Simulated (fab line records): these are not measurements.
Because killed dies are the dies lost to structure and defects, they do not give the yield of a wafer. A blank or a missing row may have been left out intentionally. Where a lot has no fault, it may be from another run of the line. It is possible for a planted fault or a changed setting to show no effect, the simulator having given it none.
Which tool was responsible?	flow sky130	11 lots, 33 wafers sampled, at 1 step of a route of 708

WHAT THE GAUGES READ, wafer by wafer
SKY_VT_ADJUST_HVTR_OVL_MEAS_08.
lot	measured	on	VT_ADJUST_HVTR_OVL (nm)
L318	day 9 06:11	overlay-01	1.8 1.8 0.6
L321	day 10 01:55	overlay-02	3.4 2.0 1.0
L323	day 10 17:11	overlay-02	0.0 1.2 -0.1
L324	day 10 22:08	overlay-02	1.2 -0.4 1.1
L325	day 11 05:46	overlay-01	-0.5 -0.2 1.0
L331	day 12 20:39	overlay-02	-3.6 -3.1 -2.8
L336	day 14 08:29	overlay-01	3.3 1.9 1.8
L337	day 14 15:56	overlay-02	1.5 -0.2 1.6
L338	day 15 04:48	overlay-02	0.7 0.9 1.0
L339	day 15 09:38	overlay-02	1.6 0.0 0.5
L340	day 15 16:52	overlay-01	1.3 0.8 0.5

WHAT TOOL EACH LOT RAN ON (gives the tool, then ch and the chambers of the sampled wafers, and finally the start)
No process step before these readings appears in the record.

THE ANSWER, worked out from the rows above alone
Rule: the lots themselves supply what counts as usual. The widest of any qualifying gaps counts: lots, ordered by their means at a reading, are off when they make up no more than a third of the lots, leave a main group of 4 or more, and stand apart from it by 3 or more times the standard deviation of that group's means. Not used: any main group whose means are identical at the precision the tables above print for the reading. Also off: a lot with no number at a reading for which 4 or more lots have one. Where the step has rows for the other lots, those lots are counted as sound.
Off: L331, at SKY_VT_ADJUST_HVTR_OVL_MEAS_08 (VT_ADJUST_HVTR_OVL). The main group has a mean of 1.0 nm with a standard deviation of 0.68.
A tool fits if, at a process step before that reading, it ran every lot that is off, and no sound lot after the first of them. The gauges at SKY_VT_ADJUST_HVTR_OVL_MEAS_08 are tried like those tools. No candidate that was tried fits.

WHAT WAS PUT IN BY THE SIMULATOR
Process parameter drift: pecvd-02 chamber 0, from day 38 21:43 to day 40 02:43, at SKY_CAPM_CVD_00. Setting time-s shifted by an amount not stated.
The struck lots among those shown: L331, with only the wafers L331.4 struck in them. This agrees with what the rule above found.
